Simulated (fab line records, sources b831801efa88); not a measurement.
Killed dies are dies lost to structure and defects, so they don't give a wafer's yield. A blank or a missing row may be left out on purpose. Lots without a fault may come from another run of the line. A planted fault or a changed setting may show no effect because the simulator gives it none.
Tool commonality check | flow gf180mcu | 11 lots, 33 wafers sampled

WHY IT WAS OPENED
At GF_HV_LDD_TW_MEAS_38 the reading HV_LDD_3_TW is flagged on 2 of 11 lots. Wafers without a fault read 1419, standard deviation 8.
Rule: a lot is flagged when every wafer of it that has a number lies more than 4 standard deviations from that mean, or none has a number. The other lots count as sound.

lot  | measured     | on            | HV_LDD_3_TW, wafer by wafer | flag
L919 | day 11 09:22 | film_metro-01 | 1429 1429 1431              |
L921 | day 12 07:04 | film_metro-02 | 1428 1424 1428              |
L922 | day 12 10:18 | film_metro-02 | 1424 1429 1431              |
L925 | day 13 15:52 | film_metro-01 | 30 30 30                    | FLAGGED
L926 | day 13 17:31 | film_metro-02 | 30 30 30                    | FLAGGED
L929 | day 14 17:39 | film_metro-03 | 1414 1405 1407              |
L933 | day 16 01:35 | film_metro-02 | 1409 1407 1410              |
L934 | day 16 16:04 | film_metro-03 | 1406 1406 1409              |
L936 | day 17 05:39 | film_metro-03 | 1419 1418 1418              |
L937 | day 17 09:09 | film_metro-03 | 1418 1415 1419              |
L940 | day 18 11:37 | film_metro-01 | 1436 1419 1433              |
The numbers of the flagged lots are 30 on average: -1389 against the usual, or -99 or more standard deviations.

WHICH TOOL RAN EACH LOT
The record holds 2 process steps before the reading, out of a route of 602 steps. In each cell: the tool, then ch and the chambers that the sampled wafers went through, then the start.
lot  | flag    | GF_HV_LDD_STRIP_22                   | GF_HV_LDD_STRIP_37
L919 |         | plasma_asher-01 ch 0,1, day 10 15:14 | plasma_asher-02 ch 0,1, day 11 09:17
L921 |         | plasma_asher-01 ch 0,1, day 11 11:13 | plasma_asher-02 ch 0,1, day 12 06:57
L922 |         | plasma_asher-01 ch 0,1, day 11 14:13 | plasma_asher-03 ch 0,1, day 12 10:12
L925 | FLAGGED | plasma_asher-01 ch 0,1, day 12 18:57 | plasma_asher-03 ch 0,1, day 13 15:46
L926 | FLAGGED | plasma_asher-01 ch 0,1, day 12 19:33 | plasma_asher-03 ch 0,1, day 13 17:25
L929 |         | plasma_asher-02 ch 0,1, day 13 19:54 | plasma_asher-01 ch 0,1, day 14 17:33
L933 |         | plasma_asher-01 ch 0,1, day 15 03:02 | plasma_asher-02 ch 0,1, day 16 01:29
L934 |         | plasma_asher-03 ch 0,1, day 15 16:51 | plasma_asher-01 ch 0,1, day 16 15:58
L936 |         | plasma_asher-01 ch 0,1, day 16 05:45 | plasma_asher-03 ch 0,1, day 17 05:33
L937 |         | plasma_asher-01 ch 0,1, day 16 10:30 | plasma_asher-03 ch 0,1, day 17 09:03
L940 |         | plasma_asher-01 ch 0,1, day 17 11:48 | plasma_asher-01 ch 0,1, day 18 11:30
What these steps do:
- GF_HV_LDD_STRIP_22: strips in O2/N2.
- GF_HV_LDD_STRIP_37: strips in O2/N2.
- GF_HV_LDD_TW_MEAS_38

FLAGGED OVER TOTAL, TOOL BY TOOL (the gauges that took the reading come last)
step                 | tool            | lots run | flagged | share of the flagged lots | sound lots run after its first flagged lot
GF_HV_LDD_STRIP_22   | plasma_asher-01 | 9        | 2       | all                       | 4 (L933,L936,L937,L940)
GF_HV_LDD_STRIP_22   | plasma_asher-02 | 1        | 0       | none                      | -
GF_HV_LDD_STRIP_22   | plasma_asher-03 | 1        | 0       | none                      | -
GF_HV_LDD_STRIP_37   | plasma_asher-01 | 3        | 0       | none                      | -
GF_HV_LDD_STRIP_37   | plasma_asher-02 | 3        | 0       | none                      | -
GF_HV_LDD_STRIP_37   | plasma_asher-03 | 5        | 2       | all                       | 2 (L936,L937)
GF_HV_LDD_TW_MEAS_38 | film_metro-01   | 3        | 1       | some                      | 1 (L940)
GF_HV_LDD_TW_MEAS_38 | film_metro-02   | 4        | 1       | some                      | 1 (L933)
GF_HV_LDD_TW_MEAS_38 | film_metro-03   | 4        | 0       | none                      | -

WHAT THE TABLE ALLOWS
2 rows of the table ran every flagged lot: plasma_asher-01 at GF_HV_LDD_STRIP_22, plasma_asher-03 at GF_HV_LDD_STRIP_37.
- plasma_asher-01 at GF_HV_LDD_STRIP_22: 2 of its 9 lots flagged. Sound lots ran on it after the first flagged one (L933, L936, L937, L940), which a lasting fault on the whole tool wouldn't allow. On the flagged lots its readings are blank where sound lots have values: chamber_pressure_mTorr, drypump_motor_current_A, heater_power_w, o2_flow_sccm and 2 more.
- plasma_asher-03 at GF_HV_LDD_STRIP_37: 2 of its 5 lots flagged. Sound lots ran on it after the first flagged one (L936, L937), which a lasting fault on the whole tool wouldn't allow. Its own readings lie more than 4 standard deviations out on every wafer of the flagged lots: strip_time_to_endpoint_s.
No row of the table ran every flagged lot and no sound lot after the first.

WHAT THE SIMULATOR HAD PUT IN
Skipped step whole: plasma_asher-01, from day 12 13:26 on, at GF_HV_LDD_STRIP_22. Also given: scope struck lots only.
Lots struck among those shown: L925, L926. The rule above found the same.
